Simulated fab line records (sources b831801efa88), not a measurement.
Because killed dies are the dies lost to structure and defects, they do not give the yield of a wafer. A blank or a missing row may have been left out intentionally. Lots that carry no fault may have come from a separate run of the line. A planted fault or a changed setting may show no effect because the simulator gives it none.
fab line records    flow gf180mcu
record lots=24  wafers=72  lastDay=34
route steps=602 shown VT_IMPLANT@133 HV_LDD@231 V2@404 M3@411
lots that met no fault: from a run of the same line without faults
startH: hours from the record's opening day to when the first of the lot's shown wafers began    waitH: how many hours have passed since the lot's step before this one    " identical to the entry in the row above    L1.1+2: several wafers, shown together as one row    - no value, or no start was given    * or withheld: withheld    < > ~ a bound
route shown NAME@n: NAME is a module with steps in the file, n the number in the route of the first one    usual: mean and standard deviation over wafers with no fault    same: alike in all rows    chamber/n: place in a boat    sites: per-site readings    _std_site: the values' standard deviation    _edge_site: the outer-site mean with the inner-site mean subtracted    radiusMm: for every site, how far away it sits from the centre of the wafer    mask NAME#n: copy n    behind: the tool/chamber that last shaped the wafer    hold: the reason the lot was held/the length of the hold in hours/how it ended    device: names the non-switching transistor (n, p or np)    end of line: tests of these same wafers at the route's end    step lacking rows: just its recipe    killed: at the first sort, the dies lost to defects and structure; wafer yield is something else    map: a wafer's dies, x killed, . not, _ none there
set.NAME: the setting as run; set.NAME@STEP: as run at that earlier step    model.NAME: the simulator's own value behind a step, which no gauge read
a sample of lots followed through the steps of the route, with each step as a table and each wafer as a row
services: from which hour (startH, from the record's first day; less than 0 if before it) a tool's chamber was out of use, for how many hours, and why
## steps
# step GF_VT_IMPLANT_TW_MEAS_43
# usual VT_IMPLANT_4_TW=693/3.5
lot.wafer  tool          chamber  startH  waitH  VT_IMPLANT_4_TW
L074.1     filmMetro-02  -        155.78  0.1    691
L074.2     "             -        "       "      693
L074.4     "             -        "       "      695
L075.1     filmMetro-02  -        162.56  0.1    694
L075.2     "             -        "       "      694
L075.3     "             -        "       "      694
L076.2     filmMetro-02  -        169.69  0.1    687
L076.4     "             -        "       "      692
L076.5     "             -        "       "      694
L077.1     filmMetro-04  -        177.50  0.1    691
L077.3     "             -        "       "      693
L077.4     "             -        "       "      691
L078.1     filmMetro-01  -        185.71  0.1    691
L078.4     "             -        "       "      693
L078.6     "             -        "       "      689
L079.4     filmMetro-02  -        191.25  0.1    694
L079.5     "             -        "       "      693
L079.6     "             -        "       "      694
L080.1     filmMetro-02  -        199.22  0.1    695
L080.2     "             -        "       "      700
L080.6     "             -        "       "      700
L081.2     filmMetro-02  -        204.57  0.1    692
L081.5     "             -        "       "      697
L081.6     "             -        "       "      701
L082.1     filmMetro-01  -        212.21  0.1    696
L082.3     "             -        "       "      693
L082.5     "             -        "       "      693
L083.1     filmMetro-02  -        218.43  0.1    694
L083.3     "             -        "       "      698
L083.4     "             -        "       "      693
L084.1     filmMetro-02  -        227.16  0.1    689
L084.2     "             -        "       "      693
L084.3     "             -        "       "      694
L085.1     filmMetro-01  -        230.76  0.1    695
L085.3     "             -        "       "      696
L085.5     "             -        "       "      697
L086.1     filmMetro-01  -        238.81  0.1    698
L086.2     "             -        "       "      695
L086.5     "             -        "       "      695
L087.1     filmMetro-01  -        244.86  0.1    698
L087.3     "             -        "       "      695
L087.6     "             -        "       "      698
L088.2     filmMetro-02  -        250.59  0.1    694
L088.3     "             -        "       "      688
L088.4     "             -        "       "      693
L089.3     filmMetro-01  -        258.79  0.1    697
L089.4     "             -        "       "      694
L089.6     "             -        "       "      694
L090.1     filmMetro-02  -        266.18  0.1    688
L090.2     "             -        "       "      685
L090.3     "             -        "       "      687
L091.1     filmMetro-02  -        271.12  0.1    689
L091.3     "             -        "       "      692
L091.5     "             -        "       "      688
L092.1     filmMetro-02  -        279.26  0.1    693
L092.5     "             -        "       "      688
L092.6     "             -        "       "      691
L093.1     filmMetro-01  -        284.18  0.1    702
L093.3     "             -        "       "      695
L093.5     "             -        "       "      699
L094.1     filmMetro-01  -        291.91  0.1    694
L094.3     "             -        "       "      693
L094.5     "             -        "       "      695
L095.2     filmMetro-02  -        299.74  0.1    690
L095.3     "             -        "       "      691
L095.4     "             -        "       "      687
L096.2     filmMetro-01  -        307.33  0.1    690
L096.4     "             -        "       "      696
L096.5     "             -        "       "      693
L097.2     filmMetro-04  -        310.42  0.1    689
L097.4     "             -        "       "      684
L097.6     "             -        "       "      689
# step GF_HV_LDD_THK_MEAS_55
# recipe reads=SiO2_of_HV_LDD_CVD_54
# usual HV_LDD_CVD_54_THK=10.00/0.16
lot.wafer  tool          chamber  startH  waitH  HV_LDD_CVD_54_THK[nm]
L074.1     filmMetro-01  -        273.68  0.0    9.99
L074.2     "             -        "       "      9.94
L074.4     "             -        "       "      9.91
L075.1     filmMetro-04  -        280.03  0.0    9.82
L075.2     "             -        "       "      9.81
L075.3     "             -        "       "      9.90
L076.2     filmMetro-04  -        289.76  0.0    9.88
L076.4     "             -        "       "      9.84
L076.5     "             -        "       "      9.98
L077.1     filmMetro-01  -        298.78  0.0    10.01
L077.3     "             -        "       "      10.15
L077.4     "             -        "       "      10.06
L078.1     filmMetro-01  -        306.46  0.0    10.10
L078.4     "             -        "       "      10.14
L078.6     "             -        "       "      10.06
L079.4     filmMetro-04  -        316.95  0.0    9.99
L079.5     "             -        "       "      10.08
L079.6     "             -        "       "      10.02
L080.1     filmMetro-01  -        325.99  0.0    9.70
L080.2     "             -        "       "      9.65
L080.6     "             -        "       "      9.71
L081.2     filmMetro-04  -        334.59  0.0    10.04
L081.5     "             -        "       "      9.85
L081.6     "             -        "       "      9.94
L082.1     filmMetro-03  -        341.25  0.0    9.71
L082.3     "             -        "       "      9.74
L082.5     "             -        "       "      9.83
L083.1     filmMetro-01  -        348.68  0.0    10.21
L083.3     "             -        "       "      10.18
L083.4     "             -        "       "      10.19
L084.1     filmMetro-04  -        357.78  0.0    9.85
L084.2     "             -        "       "      9.97
L084.3     "             -        "       "      9.98
L085.1     filmMetro-03  -        362.27  0.0    9.99
L085.3     "             -        "       "      9.99
L085.5     "             -        "       "      10.18
L086.1     filmMetro-04  -        377.48  0.0    10.21
L086.2     "             -        "       "      10.10
L086.5     "             -        "       "      10.17
L087.1     filmMetro-03  -        382.25  0.0    9.86
L087.3     "             -        "       "      9.89
L087.6     "             -        "       "      9.95
L088.2     filmMetro-03  -        389.59  0.0    9.95
L088.3     "             -        "       "      9.86
L088.4     "             -        "       "      9.93
L089.3     filmMetro-03  -        396.55  0.0    10.01
L089.4     "             -        "       "      10.14
L089.6     "             -        "       "      10.11
L090.1     filmMetro-03  -        405.82  0.0    9.84
L090.2     "             -        "       "      9.96
L090.3     "             -        "       "      9.89
L091.1     filmMetro-03  -        412.72  0.0    10.12
L091.3     "             -        "       "      9.89
L091.5     "             -        "       "      9.89
L092.1     filmMetro-04  -        420.57  0.0    10.24
L092.5     "             -        "       "      10.50
L092.6     "             -        "       "      10.43
L093.1     filmMetro-01  -        426.65  0.0    10.10
L093.3     "             -        "       "      10.18
L093.5     "             -        "       "      10.17
L094.1     filmMetro-03  -        438.34  0.0    10.10
L094.3     "             -        "       "      10.04
L094.5     "             -        "       "      10.01
L095.2     filmMetro-01  -        445.94  0.0    9.91
L095.3     "             -        "       "      10.01
L095.4     "             -        "       "      9.96
L096.2     filmMetro-01  -        451.85  0.0    9.81
L096.4     "             -        "       "      9.88
L096.5     "             -        "       "      9.98
L097.2     filmMetro-01  -        458.62  0.0    10.28
L097.4     "             -        "       "      10.24
L097.6     "             -        "       "      10.13
# step GF_V2_SPUTTER_22
# recipe material=TiN  targetThkNm=10  chamberPressurePa=5  powerW=4000  timeS=40
# usual throttleValvePct=29.7/1.2
lot.wafer  tool           chamber  startH  waitH  throttleValvePct
L074.1     pvdSputter-02  -        462.27  0.0    29.8
L074.2     "              -        "       "      29.6
L074.4     "              -        "       "      30.4
L075.1     pvdSputter-04  -        469.34  0.0    29.0
L075.2     "              -        "       "      31.8
L075.3     "              -        "       "      29.0
L076.2     pvdSputter-01  -        481.93  0.0    30.1
L076.4     "              -        "       "      27.7
L076.5     "              -        "       "      27.8
L077.1     pvdSputter-01  -        494.60  0.0    28.0
L077.3     "              -        "       "      30.1
L077.4     "              -        "       "      29.0
L078.1     pvdSputter-02  -        501.15  0.0    30.5
L078.4     "              -        "       "      29.5
L078.6     "              -        "       "      30.2
L079.4     pvdSputter-04  -        512.18  0.0    27.8
L079.5     "              -        "       "      29.1
L079.6     "              -        "       "      28.3
L080.1     pvdSputter-01  -        523.06  0.0    27.8
L080.2     "              -        "       "      29.3
L080.6     "              -        "       "      27.9
L081.2     pvdSputter-01  -        534.05  0.0    29.1
L081.5     "              -        "       "      32.1
L081.6     "              -        "       "      29.5
L082.1     pvdSputter-01  -        540.83  0.0    30.0
L082.3     "              -        "       "      29.4
L082.5     "              -        "       "      28.1
L083.1     pvdSputter-04  -        547.03  0.0    31.4
L083.3     "              -        "       "      28.3
L083.4     "              -        "       "      28.8
L084.1     pvdSputter-01  -        558.01  0.0    32.0
L084.2     "              -        "       "      29.3
L084.3     "              -        "       "      29.8
L085.1     pvdSputter-02  -        559.54  0.0    30.6
L085.3     "              -        "       "      30.2
L085.5     "              -        "       "      30.6
L086.1     pvdSputter-01  -        578.14  0.0    31.8
L086.2     "              -        "       "      29.5
L086.5     "              -        "       "      29.9
L087.1     pvdSputter-01  -        579.40  0.0    27.8
L087.3     "              -        "       "      29.3
L087.6     "              -        "       "      32.1
L088.2     pvdSputter-02  -        587.18  0.0    29.7
L088.3     "              -        "       "      30.5
L088.4     "              -        "       "      30.7
L089.3     pvdSputter-04  -        592.89  0.0    31.2
L089.4     "              -        "       "      29.2
L089.6     "              -        "       "      28.1
L090.1     pvdSputter-01  -        602.94  0.0    29.3
L090.2     "              -        "       "      30.0
L090.3     "              -        "       "      27.7
L091.1     pvdSputter-04  -        607.17  0.0    28.9
L091.3     "              -        "       "      31.2
L091.5     "              -        "       "      27.9
L092.1     pvdSputter-04  -        615.43  0.0    27.9
L092.5     "              -        "       "      31.4
L092.6     "              -        "       "      28.8
L093.1     pvdSputter-04  -        621.22  0.0    29.2
L093.3     "              -        "       "      31.4
L093.5     "              -        "       "      29.2
L094.1     pvdSputter-01  -        630.43  0.0    27.9
L094.3     "              -        "       "      32.1
L094.5     "              -        "       "      29.9
L095.2     pvdSputter-02  -        634.16  0.0    29.9
L095.3     "              -        "       "      30.5
L095.4     "              -        "       "      30.8
L096.2     pvdSputter-02  -        641.18  0.0    30.4
L096.4     "              -        "       "      29.9
L096.5     "              -        "       "      29.5
L097.2     pvdSputter-02  -        647.27  0.0    29.6
L097.4     "              -        "       "      30.4
L097.6     "              -        "       "      29.7
# step GF_M3_SPUTTER_02
# recipe material=AlCu  targetThkNm=450  powerW=10600  timeS=23.9  chamberPressurePa=0.4
# usual throttleValvePct=29.8/1.3
lot.wafer  tool           chamber  startH  waitH  throttleValvePct
L074.1     pvdSputter-04  -        463.05  0.0    29.0
L074.2     "              -        "       "      31.2
L074.4     "              -        "       "      28.3
L075.1     pvdSputter-01  -        470.10  0.0    30.0
L075.2     "              -        "       "      27.9
L075.3     "              -        "       "      31.7
L076.2     pvdSputter-01  -        482.69  0.0    30.1
L076.4     "              -        "       "      29.4
L076.5     "              -        "       "      30.0
L077.1     pvdSputter-03  -        495.36  0.0    30.6
L077.3     "              -        "       "      30.3
L077.4     "              -        "       "      31.2
L078.1     pvdSputter-01  -        501.92  0.0    30.1
L078.4     "              -        "       "      29.4
L078.6     "              -        "       "      30.2
L079.4     pvdSputter-03  -        512.96  0.0    31.0
L079.5     "              -        "       "      30.5
L079.6     "              -        "       "      30.1
L080.1     pvdSputter-01  -        523.82  0.0    31.7
L080.2     "              -        "       "      29.2
L080.6     "              -        "       "      29.1
L081.2     pvdSputter-01  -        534.81  0.0    29.4
L081.5     "              -        "       "      29.2
L081.6     "              -        "       "      32.0
L082.1     pvdSputter-01  -        541.59  0.0    28.1
L082.3     "              -        "       "      32.1
L082.5     "              -        "       "      28.0
L083.1     pvdSputter-01  -        547.79  0.0    28.0
L083.3     "              -        "       "      29.9
L083.4     "              -        "       "      29.2
L084.1     pvdSputter-03  -        558.77  0.0    29.6
L084.2     "              -        "       "      30.4
L084.3     "              -        "       "      30.7
L085.1     pvdSputter-01  -        560.30  0.0    30.0
L085.3     "              -        "       "      27.9
L085.5     "              -        "       "      30.2
L086.1     pvdSputter-03  -        578.90  0.0    29.2
L086.2     "              -        "       "      31.4
L086.5     "              -        "       "      31.0
L087.1     pvdSputter-04  -        580.16  0.0    29.2
L087.3     "              -        "       "      31.2
L087.6     "              -        "       "      28.9
L088.2     pvdSputter-03  -        587.94  0.0    30.3
L088.3     "              -        "       "      31.1
L088.4     "              -        "       "      29.4
L089.3     pvdSputter-01  -        593.65  0.0    27.9
L089.4     "              -        "       "      29.3
L089.6     "              -        "       "      29.9
L090.1     pvdSputter-04  -        603.70  0.0    28.9
L090.2     "              -        "       "      29.0
L090.3     "              -        "       "      27.8
L091.1     pvdSputter-01  -        607.93  0.0    29.4
L091.3     "              -        "       "      27.9
L091.5     "              -        "       "      29.4
L092.1     pvdSputter-01  -        616.19  0.0    30.1
L092.5     "              -        "       "      31.8
L092.6     "              -        "       "      28.1
L093.1     pvdSputter-01  -        621.98  0.0    29.2
L093.3     "              -        "       "      28.1
L093.5     "              -        "       "      30.1
L094.1     pvdSputter-04  -        631.19  0.0    29.2
L094.3     "              -        "       "      28.4
L094.5     "              -        "       "      29.2
L095.2     pvdSputter-01  -        634.92  0.0    27.9
L095.3     "              -        "       "      31.9
L095.4     "              -        "       "      30.0
L096.2     pvdSputter-01  -        641.94  0.0    27.8
L096.4     "              -        "       "      32.0
L096.5     "              -        "       "      30.2
L097.2     pvdSputter-01  -        648.03  0.0    31.7
L097.4     "              -        "       "      30.0
L097.6     "              -        "       "      29.9
# step GF_M3_RS_MEAS_05
# recipe thkMeasGauge=four-point-probe  reads=TiN_of_M3_SPUTTER_04+Ti_of_M3_SPUTTER_03+AlCu_of_M3_SPUTTER_02+TiN_of_M3_SPUTTER_01+Ti_of_M3_SPUTTER_00
# usual M3_ALCU_RS=0.0698/0.00082
lot.wafer  tool          chamber  startH  waitH  M3_ALCU_RS[ohm/sq]
L074.1     filmMetro-01  -        463.14  0.0    0.0702
L074.2     "             -        "       "      0.0696
L074.4     "             -        "       "      0.0694
L075.1     filmMetro-02  -        470.19  0.0    0.0684
L075.2     "             -        "       "      0.0691
L075.3     "             -        "       "      0.0684
L076.2     filmMetro-01  -        482.80  0.0    0.0703
L076.4     "             -        "       "      0.0705
L076.5     "             -        "       "      0.0706
L077.1     filmMetro-01  -        495.45  0.0    0.0684
L077.3     "             -        "       "      0.0681
L077.4     "             -        "       "      0.0675
L078.1     filmMetro-04  -        502.01  0.0    0.0701
L078.4     "             -        "       "      0.0707
L078.6     "             -        "       "      0.0707
L079.4     filmMetro-02  -        513.09  0.1    0.0689
L079.5     "             -        "       "      0.0693
L079.6     "             -        "       "      0.0686
L080.1     filmMetro-01  -        523.91  0.0    0.0691
L080.2     "             -        "       "      0.0691
L080.6     "             -        "       "      0.0693
L081.2     filmMetro-02  -        534.92  0.0    0.0706
L081.5     "             -        "       "      0.0696
L081.6     "             -        "       "      0.0705
L082.1     filmMetro-04  -        541.68  0.0    0.0704
L082.3     "             -        "       "      0.0707
L082.5     "             -        "       "      0.0699
L083.1     filmMetro-02  -        547.88  0.0    0.0696
L083.3     "             -        "       "      0.0703
L083.4     "             -        "       "      0.0700
L084.1     filmMetro-02  -        558.86  0.0    0.0696
L084.2     "             -        "       "      0.0694
L084.3     "             -        "       "      0.0699
L085.1     filmMetro-01  -        560.39  0.0    0.0709
L085.3     "             -        "       "      0.0693
L085.5     "             -        "       "      0.0700
L086.1     filmMetro-02  -        578.99  0.0    0.0697
L086.2     "             -        "       "      0.0691
L086.5     "             -        "       "      0.0693
L087.1     filmMetro-02  -        580.25  0.0    0.0696
L087.3     "             -        "       "      0.0698
L087.6     "             -        "       "      0.0696
L088.2     filmMetro-01  -        588.05  0.0    0.0703
L088.3     "             -        "       "      0.0702
L088.4     "             -        "       "      0.0703
L089.3     filmMetro-01  -        593.78  0.1    0.0699
L089.4     "             -        "       "      0.0694
L089.6     "             -        "       "      0.0699
L090.1     filmMetro-04  -        603.79  0.0    0.0706
L090.2     "             -        "       "      0.0711
L090.3     "             -        "       "      0.0704
L091.1     filmMetro-02  -        608.02  0.0    0.0694
L091.3     "             -        "       "      0.0691
L091.5     "             -        "       "      0.0697
L092.1     filmMetro-04  -        616.28  0.0    0.0711
L092.5     "             -        "       "      0.0706
L092.6     "             -        "       "      0.0711
L093.1     filmMetro-04  -        622.07  0.0    0.0701
L093.3     "             -        "       "      0.0695
L093.5     "             -        "       "      0.0702
L094.1     filmMetro-04  -        631.28  0.0    0.0684
L094.3     "             -        "       "      0.0684
L094.5     "             -        "       "      0.0690
L095.2     filmMetro-01  -        635.03  0.0    0.0699
L095.3     "             -        "       "      0.0700
L095.4     "             -        "       "      0.0700
L096.2     filmMetro-01  -        642.05  0.0    0.0700
L096.4     "             -        "       "      0.0695
L096.5     "             -        "       "      0.0699
L097.2     filmMetro-04  -        648.14  0.0    0.0713
L097.4     "             -        "       "      0.0718
L097.6     "             -        "       "      0.0715
# step GF_M3_THK_MEAS_06
# recipe thkMeasGauge=xrf  reads=AlCu_of_M3_SPUTTER_02
# usual M3_ALCU_THK=454/7.4
lot.wafer  tool          chamber  startH  waitH  M3_ALCU_THK[nm]
L074.1     filmMetro-01  -        463.26  0.1    450
L074.2     "             -        "       "      453
L074.4     "             -        "       "      457
L075.1     filmMetro-02  -        470.31  0.1    471
L075.2     "             -        "       "      463
L075.3     "             -        "       "      468
L076.2     filmMetro-01  -        482.91  0.1    448
L076.4     "             -        "       "      447
L076.5     "             -        "       "      447
L077.1     filmMetro-01  -        495.57  0.1    458
L077.3     "             -        "       "      462
L077.4     "             -        "       "      466
L078.1     filmMetro-04  -        502.13  0.1    449
L078.4     "             -        "       "      444
L078.6     "             -        "       "      445
L079.4     filmMetro-02  -        513.18  0.1    464
L079.5     "             -        "       "      461
L079.6     "             -        "       "      465
L080.1     filmMetro-01  -        524.03  0.1    463
L080.2     "             -        "       "      458
L080.6     "             -        "       "      460
L081.2     filmMetro-02  -        535.03  0.1    455
L081.5     "             -        "       "      458
L081.6     "             -        "       "      452
L082.1     filmMetro-04  -        541.80  0.1    443
L082.3     "             -        "       "      444
L082.5     "             -        "       "      448
L083.1     filmMetro-02  -        548.00  0.1    460
L083.3     "             -        "       "      457
L083.4     "             -        "       "      456
L084.1     filmMetro-02  -        558.98  0.1    457
L084.2     "             -        "       "      456
L084.3     "             -        "       "      454
L085.1     filmMetro-01  -        560.51  0.1    443
L085.3     "             -        "       "      450
L085.5     "             -        "       "      447
L086.1     filmMetro-02  -        579.11  0.1    459
L086.2     "             -        "       "      460
L086.5     "             -        "       "      462
L087.1     filmMetro-02  -        580.37  0.1    459
L087.3     "             -        "       "      460
L087.6     "             -        "       "      460
L088.2     filmMetro-01  -        588.16  0.1    450
L088.3     "             -        "       "      453
L088.4     "             -        "       "      452
L089.3     filmMetro-01  -        593.88  0.1    455
L089.4     "             -        "       "      458
L089.6     "             -        "       "      455
L090.1     filmMetro-04  -        603.91  0.1    445
L090.2     "             -        "       "      444
L090.3     "             -        "       "      448
L091.1     filmMetro-02  -        608.14  0.1    458
L091.3     "             -        "       "      460
L091.5     "             -        "       "      460
L092.1     filmMetro-04  -        616.40  0.1    445
L092.5     "             -        "       "      446
L092.6     "             -        "       "      443
L093.1     filmMetro-04  -        622.19  0.1    448
L093.3     "             -        "       "      453
L093.5     "             -        "       "      447
L094.1     filmMetro-04  -        631.40  0.1    458
L094.3     "             -        "       "      457
L094.5     "             -        "       "      452
L095.2     filmMetro-01  -        635.14  0.1    451
L095.3     "             -        "       "      450
L095.4     "             -        "       "      452
L096.2     filmMetro-01  -        642.16  0.1    449
L096.4     "             -        "       "      452
L096.5     "             -        "       "      450
L097.2     filmMetro-04  -        648.25  0.1    438
L097.4     "             -        "       "      434
L097.6     "             -        "       "      437
## services
tool           chamber  startH  hours  kind
pvdSputter-03  1        495.45  -      consumableReplace:kit
pvdSputter-03  1        495.45  18.0   scheduledDown
pvdSputter-03  1        495.45  18.0   ventCycle
pvdSputter-03  -        506.99  3.8    repair
pvdSputter-02  -        510.40  4.8    repair
pvdSputter-01  -        510.79  1.6    repair
pvdSputter-01  2        520.99  -      consumableReplace:kit
pvdSputter-01  2        520.99  18.0   scheduledDown
pvdSputter-01  2        520.99  18.0   ventCycle
pvdSputter-03  -        530.89  1.1    repair
pvdSputter-04  -        532.45  3.6    repair
pvdSputter-03  -        534.07  8.7    repair
pvdSputter-03  -        613.10  4.8    repair
pvdSputter-04  2        626.42  -      consumableReplace:kit
pvdSputter-04  2        626.42  18.0   scheduledDown
pvdSputter-04  2        626.42  18.0   ventCycle
pvdSputter-02  2        635.59  -      consumableReplace:kit
pvdSputter-02  2        635.59  18.0   scheduledDown
pvdSputter-02  2        635.59  18.0   ventCycle
pvdSputter-04  -        639.59  5.2    repair
pvdSputter-04  -        642.30  5.5    repair
## key
fault none
